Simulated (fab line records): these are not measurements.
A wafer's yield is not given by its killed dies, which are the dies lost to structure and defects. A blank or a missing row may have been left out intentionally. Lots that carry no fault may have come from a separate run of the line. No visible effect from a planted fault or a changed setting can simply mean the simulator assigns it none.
Which tool is to blame? + flow gf180mcu + 14 lots, 42 wafers sampled, at 5 steps of a route of 602

## WHAT EACH GAUGE READ, for each wafer
GF_M3_OVL_MEAS_15.
| lot  | measured     | on         | M3_OVL (nm) |
|------|--------------|------------|-------------|
| L601 | day 21 07:36 | overlay-01 | 12 9 13     |
| L602 | day 21 11:25 | overlay-02 | 8 6 -1      |
| L604 | day 22 07:48 | overlay-02 | -3 0 3      |
| L606 | day 22 23:28 | overlay-02 | 4 4 4       |
| L607 | day 23 10:14 | overlay-02 | 5 1 2       |
| L609 | day 24 00:38 | overlay-02 | 4 3 -4      |
| L610 | day 24 13:07 | overlay-01 | -6 -8 -1    |
| L611 | day 25 06:47 | overlay-02 | 1 1 2       |
| L614 | day 26 01:55 | overlay-02 | 3 6 2       |
| L617 | day 26 21:52 | overlay-02 | 4 -1 2      |
| L618 | day 27 07:07 | overlay-01 | 0 3 5       |
| L621 | day 27 23:17 | overlay-01 | 5 -1 0      |
| L623 | day 28 14:49 | overlay-02 | 2 1 4       |
| L622 | day 28 15:07 | overlay-01 | -3 -2 -2    |

GF_V3_BOW_MEAS_05.
| lot  | measured     | on            | V3_BOW (um) |
|------|--------------|---------------|-------------|
| L601 | day 21 08:52 | film-metro-01 | 129 113 114 |
| L602 | day 21 12:40 | film-metro-01 | 103 118 113 |
| L604 | day 22 09:12 | film-metro-02 | 114 115 109 |
| L606 | day 23 00:52 | film-metro-02 | 108 109 103 |
| L607 | day 23 11:31 | film-metro-03 | 126 135 127 |
| L609 | day 24 01:56 | film-metro-01 | 106 115 105 |
| L610 | day 24 14:23 | film-metro-02 | 118 116 118 |
| L611 | day 25 08:03 | film-metro-02 | 109 101 117 |
| L614 | day 26 03:17 | film-metro-02 | 117 115 110 |
| L617 | day 26 23:09 | film-metro-02 | 111 115 123 |
| L618 | day 27 08:22 | film-metro-01 | 107 105 109 |
| L621 | day 28 00:34 | film-metro-01 | 105 117 110 |
| L623 | day 28 16:04 | film-metro-01 | 119 122 131 |
| L622 | day 28 16:25 | film-metro-01 | 105 127 117 |

## WHICH TOOL RAN EACH LOT (tool, then ch and the chambers of the sampled wafers, then the start)
| lot  | GF_DNWELL_COAT_02                | GF_DNWELL_STRIP_08                  | GF_V2_SPUTTER_21             |
|------|----------------------------------|-------------------------------------|------------------------------|
| L601 | litho-track-04 ch 0, day 2 13:29 | plasma-asher-04 ch 0, day 2 19:35   | pvd-sputter-04, day 20 06:40 |
| L602 | litho-track-02 ch 0, day 2 17:44 | plasma-asher-02 ch 0,1, day 3 00:35 | pvd-sputter-03, day 20 10:26 |
| L604 | litho-track-01 ch 0, day 3 02:37 | plasma-asher-03 ch 0,1, day 3 09:43 | pvd-sputter-04, day 21 08:03 |
| L606 | litho-track-02 ch 0, day 3 15:55 | plasma-asher-02 ch 0,1, day 3 22:55 | pvd-sputter-03, day 21 23:19 |
| L607 | litho-track-01 ch 0, day 3 18:50 | plasma-asher-04 ch 0,1, day 4 01:52 | pvd-sputter-04, day 22 10:13 |
| L609 | litho-track-01 ch 0, day 4 05:52 | plasma-asher-03 ch 0,1, day 4 12:23 | pvd-sputter-04, day 23 00:56 |
| L610 | litho-track-04 ch 0, day 4 15:07 | plasma-asher-04 ch 0, day 4 22:07   | pvd-sputter-03, day 23 13:26 |
| L611 | litho-track-01 ch 0, day 5 00:34 | plasma-asher-02 ch 0,1, day 5 07:26 | pvd-sputter-03, day 24 08:14 |
| L614 | litho-track-01 ch 0, day 5 11:56 | plasma-asher-03 ch 1, day 5 19:32   | pvd-sputter-03, day 25 04:03 |
| L617 | litho-track-01 ch 0, day 6 01:13 | plasma-asher-03 ch 0,1, day 6 09:16 | pvd-sputter-04, day 26 00:11 |
| L618 | litho-track-01 ch 0, day 6 08:25 | plasma-asher-03 ch 0,1, day 6 15:52 | pvd-sputter-03, day 26 09:31 |
| L621 | litho-track-02 ch 0, day 6 21:28 | plasma-asher-02 ch 0,1, day 7 05:11 | pvd-sputter-02, day 27 02:22 |
| L623 | litho-track-02 ch 0, day 7 08:59 | plasma-asher-04 ch 0,1, day 7 17:02 | pvd-sputter-03, day 27 18:59 |
| L622 | litho-track-04 ch 0, day 7 09:10 | plasma-asher-03 ch 0,1, day 7 17:10 | pvd-sputter-04, day 27 19:00 |
- GF_DNWELL_COAT_02: resist thk 3000 nm.
- GF_DNWELL_STRIP_08: strips in O2/N2.
- GF_V2_SPUTTER_21: material Ti, target thk 15 nm, time 80.02 s.

## WHAT THE TOOLS THEMSELVES READ (means of the sampled wafers that have a number; where no wafer has one, the mark that the record gives instead)
GF_DNWELL_STRIP_08.
| lot  | tool            | drypump-motor-current-A (A) | heater-power-w (W) | oes-product-au (a.u.) | strip-time-to-endpoint-s (s) |
|------|-----------------|-----------------------------|--------------------|-----------------------|------------------------------|
| L601 | plasma-asher-04 | 5.3                         | 321                | 0.741                 | 35.66                        |
| L602 | plasma-asher-02 | 5.6                         | 349                | 0.741                 | 35.57                        |
| L604 | plasma-asher-03 | 5.8                         | 311                | 0.744                 | 35.68                        |
| L606 | plasma-asher-02 | 5.4                         | 356                | 0.740                 | 35.59                        |
| L607 | plasma-asher-04 | 5.6                         | 330                | 0.744                 | 35.57                        |
| L609 | plasma-asher-03 | 5.8                         | 307                | 0.739                 | 35.51                        |
| L610 | plasma-asher-04 | 5.3                         | 316                | 0.743                 | 35.60                        |
| L611 | plasma-asher-02 | 5.5                         | 358                | 0.738                 | 35.68                        |
| L614 | plasma-asher-03 | 6.4                         | 345                | 0.739                 | 35.53                        |
| L617 | plasma-asher-03 | 6.1                         | 323                | 0.742                 | 36.18                        |
| L618 | plasma-asher-03 | 5.8                         | 309                | 0.742                 | 36.27                        |
| L621 | plasma-asher-02 | 5.6                         | 359                | 0.741                 | 35.71                        |
| L623 | plasma-asher-04 | 5.8                         | 339                | 0.741                 | 35.59                        |
| L622 | plasma-asher-03 | 6.1                         | 332                | 0.740                 | 35.57                        |

GF_V2_SPUTTER_21.
| lot  | tool           | throttle-valve-pct (%) |
|------|----------------|------------------------|
| L601 | pvd-sputter-04 | 30.6                   |
| L602 | pvd-sputter-03 | 30.4                   |
| L604 | pvd-sputter-04 | 29.9                   |
| L606 | pvd-sputter-03 | 30.2                   |
| L607 | pvd-sputter-04 | 29.6                   |
| L609 | pvd-sputter-04 | 29.5                   |
| L610 | pvd-sputter-03 | 30.4                   |
| L611 | pvd-sputter-03 | 31.8                   |
| L614 | pvd-sputter-03 | 29.8                   |
| L617 | pvd-sputter-04 | 29.4                   |
| L618 | pvd-sputter-03 | 30.9                   |
| L621 | pvd-sputter-02 | 30.2                   |
| L623 | pvd-sputter-03 | 30.4                   |
| L622 | pvd-sputter-04 | 29.5                   |

## THE ANSWER, worked out from the rows above alone
Rule: the usual values come from the lots themselves. The widest of any qualifying gaps counts: lots, ordered by their means at a reading, are off when they make up no more than a third of the lots, leave a main group of 4 or more, and stand apart from it by 3 or more times the standard deviation of that group's means. A main group is skipped when, at the precision printed for the reading in the tables above, its means are all equal. A lot without any number at a reading at which 4 lots or more have one is off too. All remaining lots with rows at the step are treated as sound. The gauges are gone through in route order, then the tools' own readings, and for those a lot's mean is taken as printed above. At the first step where some lot is off, the reading lying furthest off is the one used; lots without a number count as furthest.
Off at GF_DNWELL_STRIP_08 (strip-time-to-endpoint-s): L617, L618. Main group: mean 35.61 s, sd 0.061.
If a tool, at that step or one of the process steps before it, ran each lot that is off and ran no sound lot following the first of them, it fits. One fits: GF_DNWELL_COAT_02 on litho-track-01. A fault onset in the window from L614 (day 5 11:56, its last sound lot) to L617 (day 6 01:13, its first lot off) fits.

## WHAT HAD BEEN PUT IN BY THE SIMULATOR
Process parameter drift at GF_DNWELL_COAT_02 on litho-track-01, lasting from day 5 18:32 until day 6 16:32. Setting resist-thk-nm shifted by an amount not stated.
Struck lots among those shown: L617, L618. The rule given above showed the same thing.
